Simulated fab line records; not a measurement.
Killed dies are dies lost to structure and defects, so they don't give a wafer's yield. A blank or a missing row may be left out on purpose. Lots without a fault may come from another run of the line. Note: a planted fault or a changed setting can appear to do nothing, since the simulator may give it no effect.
Split-lot study | flow sky130 | 23 wafers read across 5 lots, on a route 708 steps long

## THE SPLIT ITSELF
At SKY_METAL4_SPUTTER_02 (material AlCu, target thk 735 nm, time 39.1 s), the setting power_w was moved away from the recipe's 10600 W on 8 of the 23 wafers read, by -9.0% to +5.0%. This setting was run at the recipe's value on the other wafers.

## FROM THE SPLIT TO THE READING: what the file shows between them, 3 steps
- SKY_CAP2M_COAT_07: resist thk 1140 nm (also split here: resist_thk_nm)
- SKY_CAP2M_METAL_ETCH_13: etches TiN in Cl2/BCl3, stops on SiO2, target depth 220 nm, time 62.9 s (also split here: icp_w)
- SKY_CAP2M_STRIP_14: strips in O2/N2

## THE READING
oes_product_au, in a.u., at SKY_METAL4_METAL_ETCH_18 (etches the open film in Cl2/BCl3, stops on SiO2, target depth 845 nm, time 183.1 s). Fault-free wafers of this fab line usually give 0.867 a.u., standard deviation 0.0057 a.u.

wafer  | tool, chamber at the split | power_w as run, W | against the recipe | oes_product_au, a.u. | against lot-mates on the recipe
L074.1 | pvd_sputter-03, -          | 10600             | recipe             | 0.859                | -
L074.3 | pvd_sputter-03, -          | 10600             | recipe             | 0.867                | -
L074.4 | pvd_sputter-03, -          | 10600             | recipe             | 0.863                | -
L074.5 | pvd_sputter-03, -          | 10600             | recipe             | 0.871                | -
L074.6 | pvd_sputter-03, -          | 10600             | recipe             | 0.866                | -
L075.1 | pvd_sputter-02, -          | 10600             | recipe             | 0.870                | -
L075.3 | pvd_sputter-02, -          | 11130             | +5.0%              | 0.892                | +0.026
L075.4 | pvd_sputter-02, -          | 10600             | recipe             | 0.864                | -
L075.5 | pvd_sputter-02, -          | 11130             | +5.0%              | 0.892                | +0.026
L075.6 | pvd_sputter-02, -          | 10600             | recipe             | 0.863                | -
L078.2 | pvd_sputter-03, -          | 11120             | +4.9%              | 0.880                | +0.019
L078.3 | pvd_sputter-03, -          | 10600             | recipe             | 0.863                | -
L078.4 | pvd_sputter-03, -          | 11120             | +4.9%              | 0.891                | +0.030
L078.5 | pvd_sputter-03, -          | 11120             | +4.9%              | 0.880                | +0.019
L078.6 | pvd_sputter-03, -          | 10600             | recipe             | 0.858                | -
L079.1 | pvd_sputter-03, -          | 10600             | recipe             | 0.867                | -
L079.2 | pvd_sputter-03, -          | 10600             | recipe             | 0.860                | -
L079.3 | pvd_sputter-03, -          | 10600             | recipe             | 0.855                | -
L081.2 | pvd_sputter-03, -          | 10600             | recipe             | 0.857                | -
L081.3 | pvd_sputter-03, -          | 9650              | -9.0%              | 0.828                | -0.030
L081.4 | pvd_sputter-03, -          | 10600             | recipe             | 0.859                | -
L081.5 | pvd_sputter-03, -          | 9650              | -9.0%              | 0.828                | -0.030
L081.6 | pvd_sputter-03, -          | 9650              | -9.0%              | 0.823                | -0.035

FIT RESULTS
A straight line over all 23 wafers: oes_product_au changes by +0.00435 a.u. for each +1% of power_w; r = +0.96; the points scatter about the line by 0.005 a.u.
The same after taking each lot's own level away (the mean of its wafers on the recipe; 23 wafers): +0.00402 a.u. for each +1%; r = +0.97; scatter 0.0044 a.u.
According to that fit, moving power_w by its largest amount changes the reading by 0.036 a.u.
Across the lots, their own levels run from 0.8580 to 0.8657 a.u., a range of 1.3 times the standard deviation given above.
Hence the lot-to-lot level has little effect on the slope; both slopes agree.
Check: with one of the wafers moved furthest among these (-9.0%) left out of the fit, the line predicts -0.036 a.u. for it against its lot-mates. It came out at -0.03 a.u. against them.

## THE OTHER SPLITS THESE WAFERS WENT THROUGH
Before the reading, these wafers also passed through other splits. Each is held against what the fit with the lots' levels taken away leaves over:
other split on the same wafers          | wafers away from the commonest value | r with oes_product_au (lot level and that fit taken away)
SKY_CAPM_COAT_07 spin_rpm               | 5                                    | -0.35
SKY_METAL3_EXPOSE_10 dose_mj            | 7                                    | +0.04
SKY_VIA3_EXPOSE_09 dose_mj              | 9                                    | -0.06
SKY_VIA3_SPUTTER_20 chamber_pressure_pa | 15                                   | +0.14
SKY_CAP2M_COAT_07 resist_thk_nm         | 7                                    | +0.07
SKY_CAP2M_METAL_ETCH_13 icp_w           | 8                                    | -0.24

## THE WHOLE CHAIN: every reading that the file lists as answering this split, in the file's order
step                     | what it does                                                                       | reading                                                                           | change (the file's fit)                  | r (the file's)
SKY_METAL4_SPUTTER_02    | material AlCu, target thk 735 nm, time 39.1 s                                      | AlCu_of_METAL4_SPUTTER_02.thk_nm (the simulator's own value, which no gauge read) | +7.16 nm for each +1% of the setting     | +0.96
SKY_METAL4_METAL_ETCH_18 | etches the open film in Cl2/BCl3, stops on SiO2, target depth 845 nm, time 183.1 s | oes_product_au                                                                    | +0.0041 a.u. for each +1% of the setting | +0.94

## THE FILE'S OWN FIT
oes_product_au changes by +0.0041 a.u. for each +1% of power_w, r = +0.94.
